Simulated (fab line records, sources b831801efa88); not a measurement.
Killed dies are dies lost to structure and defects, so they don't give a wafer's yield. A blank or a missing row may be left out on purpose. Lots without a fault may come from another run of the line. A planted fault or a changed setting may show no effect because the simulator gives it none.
Split-lot experiment | flow sky130 | 5 lots, 23 wafers read, on a route of 708 steps

THE SPLIT
At SKY_METAL4_SPUTTER_04 (material TiN, target thk 70 nm, time 58.3 s), the setting power_w was moved away from the recipe's 6500 W on 5 of the 23 wafers read, by +5.8% to +10.6%. The other wafers ran this setting at the recipe's value.

The reading is taken at the split's own step.

THE READING
TiN_of_METAL4_SPUTTER_04.thk_nm (the simulator's own value, which no gauge read), in nm, at SKY_METAL4_SPUTTER_04 (material TiN, target thk 70 nm, time 58.3 s). The file gives no usual value for it. The 18 wafers here that ran the recipe average 69.93 nm, standard deviation 0.87 nm.

wafer  | tool, chamber at the split | power_w as run, W | against the recipe | TiN_of_METAL4_SPUTTER_04.thk_nm, nm | against lot-mates on the recipe
L074.2 | pvd_sputter-04, -          | 6500              | recipe             | 69.82                               | -
L074.3 | pvd_sputter-04, -          | 6500              | recipe             | 70.55                               | -
L074.4 | pvd_sputter-04, -          | 6500              | recipe             | 70.05                               | -
L075.1 | pvd_sputter-02, -          | 6500              | recipe             | 69.24                               | -
L075.2 | pvd_sputter-02, -          | 7191              | +10.6%             | 77.23                               | +7.95
L075.3 | pvd_sputter-02, -          | 7191              | +10.6%             | 77.13                               | +7.85
L075.5 | pvd_sputter-02, -          | 6500              | recipe             | 69.31                               | -
L075.6 | pvd_sputter-02, -          | 7191              | +10.6%             | 77.06                               | +7.78
L080.1 | pvd_sputter-02, -          | 6500              | recipe             | 69.79                               | -
L080.2 | pvd_sputter-02, -          | 6875              | +5.8%              | 74.7                                | +4.27
L080.3 | pvd_sputter-02, -          | 6500              | recipe             | 70.78                               | -
L080.4 | pvd_sputter-02, -          | 6875              | +5.8%              | 73.97                               | +3.54
L080.5 | pvd_sputter-02, -          | 6500              | recipe             | 70.71                               | -
L083.1 | pvd_sputter-02, -          | 6500              | recipe             | 68.81                               | -
L083.2 | pvd_sputter-02, -          | 6500              | recipe             | 69.67                               | -
L083.3 | pvd_sputter-02, -          | 6500              | recipe             | 68.6                                | -
L083.5 | pvd_sputter-02, -          | 6500              | recipe             | 68.69                               | -
L083.6 | pvd_sputter-02, -          | 6500              | recipe             | 68.75                               | -
L085.1 | pvd_sputter-02, -          | 6500              | recipe             | 71.04                               | -
L085.2 | pvd_sputter-02, -          | 6500              | recipe             | 70.99                               | -
L085.3 | pvd_sputter-02, -          | 6500              | recipe             | 71.46                               | -
L085.4 | pvd_sputter-02, -          | 6500              | recipe             | 70                                  | -
L085.6 | pvd_sputter-02, -          | 6500              | recipe             | 70.39                               | -

THE FIT
A straight line over all 23 wafers: TiN_of_METAL4_SPUTTER_04.thk_nm changes by +0.691 nm for each +1% of power_w; r = +0.96; the points scatter about the line by 0.82 nm.
The same after taking each lot's own level away (the mean of its wafers on the recipe; 23 wafers): +0.731 nm for each +1%; r = +0.99; scatter 0.41 nm.
On that fit, the largest move of power_w shifts the reading by 7.8 nm.
The lots' own levels span 68.904 to 70.776 nm, that is 2.2 times the standard deviation above.
So the lot-to-lot level changes the slope little: the two slopes agree.
Check: with one of the wafers moved furthest among these (+10.6%) left out of the fit, the line predicts +7.68 nm for it against its lot-mates. It came out at +7.95 nm against them.

OTHER SPLITS ON THESE WAFERS
These wafers also went through other splits before the reading. Each is held against what the fit with the lots' levels taken away leaves over:
other split on the same wafers          | wafers away from the commonest value | r with TiN_of_METAL4_SPUTTER_04.thk_nm (lot level and that fit taken away)
SKY_VIA2_ETCH_14 time_s                 | 7                                    | +0.02
SKY_VIA2_SPUTTER_20 chamber_pressure_pa | 10                                   | -0.03
SKY_METAL3_SPUTTER_01 time_s            | 5                                    | -0.04
SKY_CAPM_EXPOSE_09 dose_mj              | 7                                    | +0.22
SKY_CAPM_METAL_ETCH_13 icp_w            | 9                                    | +0.06
SKY_METAL3_DEVELOP_12 develop_time_s    | 7                                    | -0.13
SKY_VIA3_CVD_21 pressure_torr           | 10                                   | +0.13

THE FILE'S OWN FIT
TiN_of_METAL4_SPUTTER_04.thk_nm changes by +0.726 nm for each +1% of power_w, r = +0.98.
